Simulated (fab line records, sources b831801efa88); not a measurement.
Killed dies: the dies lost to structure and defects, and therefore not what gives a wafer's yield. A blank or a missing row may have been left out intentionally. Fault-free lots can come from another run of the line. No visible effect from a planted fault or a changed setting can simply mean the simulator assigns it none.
Which tool was responsible? || flow gf180mcu || 7 lots, 21 wafers sampled, at 1 step of a route of 602

## WHAT EACH GAUGE READ, for each wafer
GF_MVSD_OVL_MEAS_07.
{"lot": "L897", "measured": "day 4 19:54", "on": "overlay-01", "MVSD_OVL (nm)": "2.2 0.5 0.2"}
{"lot": "L899", "measured": "day 5 07:42", "on": "overlay-01", "MVSD_OVL (nm)": "3.0 2.2 1.9"}
{"lot": "L901", "measured": "day 5 22:22", "on": "overlay-01", "MVSD_OVL (nm)": "2.2 4.7 1.7"}
{"lot": "L903", "measured": "day 6 09:43", "on": "overlay-02", "MVSD_OVL (nm)": "2.0 2.9 0.2"}
{"lot": "L907", "measured": "day 7 11:15", "on": "overlay-01", "MVSD_OVL (nm)": "1.3 0.5 0.2"}
{"lot": "L911", "measured": "day 8 08:49", "on": "overlay-01", "MVSD_OVL (nm)": "2.2 1.9 2.0"}
{"lot": "L914", "measured": "day 9 06:06", "on": "overlay-02", "MVSD_OVL (nm)": "3.0 2.5 0.9"}

## WHICH TOOL RAN EACH LOT (tool, then ch and the chambers of the sampled wafers, then the start)
No process step before these readings appears in the record.

## THE ANSWER, worked out from the rows above alone
Rule: usual is defined by the lots themselves. The widest of any qualifying gaps counts: lots, ordered by their means at a reading, are off when they make up no more than a third of the lots, leave a main group of 4 or more, and stand apart from it by 3 or more times the standard deviation of that group's means. The tables above print the reading to a certain number of digits; a main group whose means all agree to those digits is not used. Also off: a lot with no number at a reading for which 4 or more lots have one. Where the step has rows for the other lots, those lots are counted as sound.
None of the lots is off at any reading shown; this tells nothing.

## WHAT HAD BEEN PUT IN BY THE SIMULATOR
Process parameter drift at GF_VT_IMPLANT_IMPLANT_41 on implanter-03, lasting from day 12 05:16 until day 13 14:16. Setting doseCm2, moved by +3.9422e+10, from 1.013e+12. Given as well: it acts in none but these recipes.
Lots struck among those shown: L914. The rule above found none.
